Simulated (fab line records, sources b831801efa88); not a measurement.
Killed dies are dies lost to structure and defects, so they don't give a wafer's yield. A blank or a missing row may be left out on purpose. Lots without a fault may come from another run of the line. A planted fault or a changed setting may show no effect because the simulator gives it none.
Problem report in the 8D (eight disciplines) form, filled by code | flow gf180mcu | the parts of the form that need people (team, actions taken, sign-off) are left out

1. THE PROBLEM
cd_nm at GF_M4_CD_MEAS_14 reads a mean of 260.6 nm on 6 wafers of 2 lots; wafers without a fault read 279.7 nm with a standard deviation of 1.1. That is -17 standard deviations from the usual mean.
The step: target cd 280 nm.
First seen on wafer L508.4, day 30 07:25, on cd_sem-01. The record holds 36 wafers of 12 lots with a number at this step. Rule for "out", or "out of limits": more than 4 standard deviations from the usual mean. The other wafers with a number count as sound.

2. WHAT IT IS AND WHAT IT IS NOT
question                    | is                     | is not
which readings at this step | cd_nm                  | -
which lots                  | L508, L509             | L486, L488, L491, L492, L494, L495, L496, L498, L500, L503
which wafers of those lots  | all that have a number | -
read on which gauges        | cd_sem-01, cd_sem-02   | -
when                        | from day 30 07:25      | up to then (30 sound wafers)

3. SUSPECTS, AND WHAT RULES EACH OUT
Counting: a tool at a process step up to the reading stays a suspect if it ran every lot that is out and no sound lot after the first of them.
- the gauge at GF_M4_CD_MEAS_14: ruled out. The wafers that are out were read on 2 gauges (cd_sem-01, cd_sem-02).
- krf_scanner-02 at GF_M4_EXPOSE_11 (exposes mask Metal4, target cd 280 nm): kept. It ran every lot that is out, first L508 (day 29 22:08), and no sound lot after that; its last sound lot up to then is L503 (day 28 17:03). Its own readings are out on those wafers: exposure_dose_mJ_cm2.
Left after counting: krf_scanner-02 at GF_M4_EXPOSE_11.

4. THE CAUSE (what the simulator had put in)
Process parameter drift: krf_scanner-02, from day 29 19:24 on, at GF_M4_EXPOSE_11. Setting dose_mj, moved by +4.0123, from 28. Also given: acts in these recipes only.
Counting left only this tool.

5. THE CHAIN OF EFFECTS, in route order
Each row: a reading whose mean over the struck wafers that have a number lies more than 3 standard deviations from the usual. Only readings for which the record gives a usual standard deviation are gone through. hours: the time from each lot's start at the first step in this table that gives one to its start at this step, as a median over the lots. sigmas: the change in usual standard deviations.
hours | step             | reading              | usual    | on struck wafers | change | sigmas
0     | GF_M4_EXPOSE_11  | exposure_dose_mJ_cm2 | 27.97    | 31.59            | +3.62  | +99 or more
9     | GF_M4_CD_MEAS_14 | cd_nm                | 279.7 nm | 260.6            | -19.1  | -17
The process steps in it:
- GF_M4_EXPOSE_11: exposes mask Metal4, target cd 280 nm.

6. WHAT WOULD HAVE CAUGHT IT SOONER
In this record the first reading out of limits at a measuring or inspecting step was taken at day 30 07:25, 12 hours after the fault began at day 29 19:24.
The tool's own readings at GF_M4_EXPOSE_11 were out on every struck wafer that the step has a row for (exposure_dose_mJ_cm2): an alarm limit on them would have fired on the first of those.
Of the lots that are out (2), L509 began GF_M4_EXPOSE_11 on krf_scanner-02 after day 30 07:25. A hold on the tool at that time would have spared it.
